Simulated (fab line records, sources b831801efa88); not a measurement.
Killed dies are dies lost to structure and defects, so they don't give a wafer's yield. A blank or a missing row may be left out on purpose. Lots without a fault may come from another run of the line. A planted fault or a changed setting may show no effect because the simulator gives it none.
Which tool did it? | flow sky130 | 11 lots, 33 wafers sampled, at 5 steps of a route of 708

WHAT THE GAUGES READ, wafer by wafer
SKY_LDD_N_TW_MEAS_17.
lot  | measured     | on            | LDD_N_TW
L553 | day 18 11:52 | film_metro-01 | 2625 2632 2628
L555 | day 19 01:21 | film_metro-01 | 2636 2619 2613
L556 | day 19 02:34 | film_metro-03 | 2696 2693 2713
L560 | day 20 12:04 | film_metro-04 | 2699 2694 2698
L565 | day 22 08:11 | film_metro-04 | 2698 2710 2701
L566 | day 22 13:11 | film_metro-03 | 2599 2591 2590
L567 | day 23 06:38 | film_metro-03 | 2604 2595 2576
L572 | day 24 12:28 | film_metro-03 | 2592 2587 2591
L573 | day 24 23:27 | film_metro-03 | 2588 2614 2588
L574 | day 25 16:49 | film_metro-01 | 2610 2616 2622
L575 | day 26 01:12 | film_metro-04 | 2606 2607 2590

WHICH TOOL RAN EACH LOT (tool, then ch and the chambers of the sampled wafers, then the start)
lot  | SKY_RES_PROTECT_STRIP_07             | SKY_POLY_GATE_ETCH_17            | SKY_LDD_N_IMPLANT_11            | SKY_LDD_N_STRIP_16
L553 | plasma_asher-01 ch 0,1, day 15 17:19 | rie_si-02 ch 0,2,3, day 17 02:19 | implanter-03 ch 0, day 18 11:02 | plasma_asher-02 ch 0,1, day 18 11:46
L555 | plasma_asher-02 ch 0,1, day 16 08:07 | rie_si-01 ch 0,2,3, day 17 14:46 | implanter-03 ch 0, day 19 00:30 | plasma_asher-04 ch 0,1, day 19 01:15
L556 | plasma_asher-01 ch 0,1, day 16 08:34 | rie_si-02 ch 1,3, day 17 16:22   | implanter-04 ch 0, day 19 01:24 | plasma_asher-04 ch 0,1, day 19 02:28
L560 | plasma_asher-01 ch 0,1, day 17 15:25 | rie_si-01 ch 0,2,3, day 19 00:37 | implanter-01 ch 0, day 20 10:56 | plasma_asher-04 ch 0,1, day 20 11:58
L565 | plasma_asher-01 ch 0,1, day 19 13:19 | rie_si-01 ch 0,1, day 20 21:46   | implanter-01 ch 0, day 22 07:01 | plasma_asher-02 ch 0,1, day 22 08:05
L566 | plasma_asher-03 ch 0,1, day 19 18:21 | rie_si-02 ch 2,3, day 21 03:37   | implanter-01 ch 0, day 22 12:22 | plasma_asher-04 ch 0,1, day 22 13:06
L567 | plasma_asher-02 ch 0,1, day 20 06:28 | rie_si-01 ch 0,2,3, day 21 21:49 | implanter-04 ch 0, day 23 05:47 | plasma_asher-01 ch 0,1, day 23 06:31
L572 | plasma_asher-02 ch 0,1, day 21 19:46 | rie_si-01 ch 1,2, day 23 04:13   | implanter-01 ch 0, day 24 11:37 | plasma_asher-04 ch 1, day 24 12:22
L573 | plasma_asher-02 ch 0,1, day 22 06:22 | rie_si-01 ch 1,2,3, day 23 14:37 | implanter-01 ch 0, day 24 22:36 | plasma_asher-04 ch 0,1, day 24 23:21
L574 | plasma_asher-01 ch 0,1, day 23 00:58 | rie_si-02 ch 0,1,3, day 24 08:31 | implanter-04 ch 0, day 25 15:58 | plasma_asher-02 ch 0, day 25 16:43
L575 | plasma_asher-01 ch 0,1, day 23 09:46 | rie_si-01 ch 0,2,3, day 24 17:22 | implanter-03 ch 0, day 26 00:21 | plasma_asher-02 ch 0,1, day 26 01:06
- SKY_RES_PROTECT_STRIP_07: strips in O2/N2.
- SKY_POLY_GATE_ETCH_17: etches poly-Si in HBr/Cl2, stops on SiO2, target depth 180 nm, time 70.5 s.
- SKY_LDD_N_IMPLANT_11
- SKY_LDD_N_STRIP_16: strips in O2/N2.

THE ANSWER, worked out from the rows above alone
Rule: what is usual is taken from the lots themselves. Put in order of their means at a reading, lots are off if they are a third of the lots or fewer, leave a main group of 4 or more, and stand apart from it by a gap of 3 or more times the standard deviation of the main group's means; of several such gaps the widest counts. A main group whose means are all the same, to the digits that the tables above print for the reading, isn't used. A lot without any number at a reading at which 4 lots or more have one is off too. The other lots that the step has rows for count as sound.
Off: L556, L560, L565, at SKY_LDD_N_TW_MEAS_17 (LDD_N_TW). The main group: mean 2605, standard deviation 14.
A tool fits if, at a process step before that reading, it ran every lot that is off, and no sound lot after the first of them. The gauges at SKY_LDD_N_TW_MEAS_17 are tried like those tools. None of those tried fits.

WHAT THE SIMULATOR HAD PUT IN
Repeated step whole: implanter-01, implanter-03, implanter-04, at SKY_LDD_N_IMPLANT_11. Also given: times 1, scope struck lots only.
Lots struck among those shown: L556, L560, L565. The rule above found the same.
